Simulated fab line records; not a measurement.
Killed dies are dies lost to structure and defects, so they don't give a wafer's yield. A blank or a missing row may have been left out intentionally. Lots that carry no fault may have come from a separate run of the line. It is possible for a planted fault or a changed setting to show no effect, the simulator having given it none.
Which tool is to blame? | flow gf180mcu | 20 wafers from 7 lots sampled at 2 of the route's 602 steps

WHAT THE GAUGES READ, wafer by wafer
GF_HV_LDD_CD_MEAS_07 targets a cd of 400 nm.
lot  | measured     | on        | cd_nm (nm)
L334 | day 10 07:14 | cd_sem-01 | 399.2 399.4 398.6
L335 | day 10 20:57 | cd_sem-01 | 399.5 400.1 399.0
L338 | day 11 08:34 | cd_sem-02 | 397.9 397.9 397.2
L346 | day 13 21:32 | cd_sem-01 | 403.4 388.9
L348 | day 14 11:34 | cd_sem-02 | 397.9 400.7 399.1
L351 | day 15 11:31 | cd_sem-01 | 397.7 398.8 396.7
L356 | day 17 03:26 | cd_sem-02 | 398.6 399.5 399.4

WHAT TOOL EACH LOT RAN ON (gives the tool, then ch and the chambers of the sampled wafers, and finally the start)
lot  | GF_HV_LDD_DEVELOP_06
L334 | litho_track-01 ch 0, day 10 07:06
L335 | litho_track-02 ch 0, day 10 20:48
L338 | litho_track-04 ch 0, day 11 08:25
L346 | litho_track-04 ch 0, day 13 21:24
L348 | litho_track-01 ch 0, day 14 11:26
L351 | litho_track-02 ch 0, day 15 11:22
L356 | litho_track-04 ch 0, day 17 03:17
- GF_HV_LDD_DEVELOP_06: develop time 60 s.

THE ANSWER, worked out from the rows above alone
Rule: the usual values come from the lots themselves. The widest of any qualifying gaps counts: lots, ordered by their means at a reading, are off when they make up no more than a third of the lots, leave a main group of 4 or more, and stand apart from it by 3 or more times the standard deviation of that group's means. The tables above print the reading to a certain number of digits; a main group whose means all agree to those digits is not used. Also off: a lot with no number at a reading for which 4 or more lots have one. Where the step has rows for the other lots, those lots are counted as sound.
No lot is off on any of the readings shown, so nothing can be concluded from this.

WHAT THE SIMULATOR HAD INSERTED
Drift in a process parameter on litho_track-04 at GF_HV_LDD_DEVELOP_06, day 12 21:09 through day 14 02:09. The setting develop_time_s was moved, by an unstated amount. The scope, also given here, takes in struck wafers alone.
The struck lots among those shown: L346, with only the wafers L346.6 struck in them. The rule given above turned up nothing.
